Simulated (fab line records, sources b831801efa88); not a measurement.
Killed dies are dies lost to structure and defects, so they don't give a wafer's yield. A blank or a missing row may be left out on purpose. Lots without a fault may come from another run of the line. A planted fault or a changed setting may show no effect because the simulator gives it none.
Problem report in the 8D (eight disciplines) form, filled by code ; flow sky130 ; the parts of the form that need people (team, actions taken, sign-off) are left out

1. THE PROBLEM
Mean VIA1_W_RS at SKY_VIA1_RS_MEAS_22: 0.390 ohm/sq over 5 wafers in 3 lots; fault-free wafers: 0.429 ohm/sq, standard deviation 0.0048. Relative to the usual mean, that is a shift of -8.2 standard deviations.
The step: measures by four-point-probe.
First seen on wafer L470.1, day 39 04:43, on filmMetro-03. The record holds 42 wafers of 14 lots with a number at this step. By rule, "out" or "out of limits" means more than 4 standard deviations away from the usual mean. The rest of the wafers with a number are treated as sound.

2. WHAT IT IS, WHAT IT ISN'T
question;is;is not
which readings at this step;VIA1_W_RS;-
which lots;L470, L471, L473;L454, L455, L456, L458, L459, L460, L461, L462, L469, L472, L477
which wafers of those lots;L470.1, L471.1, L471.4, L473.3, L473.6;L470.2, L470.4, L471.6, L473.4
read on which gauges;filmMetro-03;filmMetro-01, filmMetro-02
when;from day 39 04:43;"up to then (29 sound wafers); but 8 sound wafers of L471, L472, L473, L477 came after"

3. THE SUSPECTS, EACH WITH WHAT RULES IT OUT
Counting: a tool at a process step up to the reading stays a suspect if it ran every lot that is out. Sound lots after the first of them don't rule it out here, since some wafers of a struck lot are sound.
- the gauge at SKY_VIA1_RS_MEAS_22 is ruled out. All the wafers that are out were read on filmMetro-03, but those of them that SKY_VIA1_CVD_21 has rows for are out there too, on other tools.
- cvdW-01 at SKY_VIA1_CVD_21 (deposits W, target thk 270 nm, time 80.902 s): kept. Ran every lot that is out, first one L470 (day 39 04:38); last sound lot up to then L469 (day 38 20:09). Its own chamberPressureTorr readings are out on those wafers.
- Within cvdW-01 at SKY_VIA1_CVD_21, the wafers that are out were processed in chamber 0 and their sound lot-mates in chamber 1.
The count leaves cvdW-01 at SKY_VIA1_CVD_21.

4. THE CAUSE (what the simulator had put in)
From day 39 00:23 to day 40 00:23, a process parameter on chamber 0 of cvdW-01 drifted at SKY_VIA1_CVD_21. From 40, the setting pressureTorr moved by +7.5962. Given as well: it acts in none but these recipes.
Only this tool survived the counting.

5. SEQUENCE OF EFFECTS, ordered by route
Rows list readings where the struck wafers' mean (over those with a number) sits beyond 3 standard deviations from the usual. Scope: only readings with a usual standard deviation given in the record; hours: median across lots of the time from each lot's start at the first step in this table that gives one to its start at this step; sigmas: change in usual standard deviations.
hours;step;reading;usual;on struck wafers;change;sigmas
0;SKY_VIA1_CVD_21;chamberPressureTorr;39.99 Torr;47.55;+7.56;+97
0;SKY_VIA1_RS_MEAS_22;VIA1_W_RS;0.429 ohm/sq;0.390;-0.039;-8.2
0;SKY_VIA1_THK_MEAS_23;VIA1_W_THK;264.2 nm;290.4;+26.2;+9.0
The process steps in it:
- SKY_VIA1_CVD_21: deposits W, target thk 270 nm, time 80.902 s.

6. HOW IT WOULD HAVE BEEN CAUGHT EARLIER
Counted from the fault's start at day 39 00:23, it took 4 hours until the first out-of-limits reading at a measuring or inspecting step in this record, taken at day 39 04:43.
Tool's own readings at SKY_VIA1_CVD_21, chamberPressureTorr: out on all struck wafers the step has rows for; an alarm limit on them would have tripped on the first.
Of the lots that are out (3), L471, L473 began SKY_VIA1_CVD_21 on cvdW-01 after day 39 04:43. A hold on the tool at that time would have spared those 2.
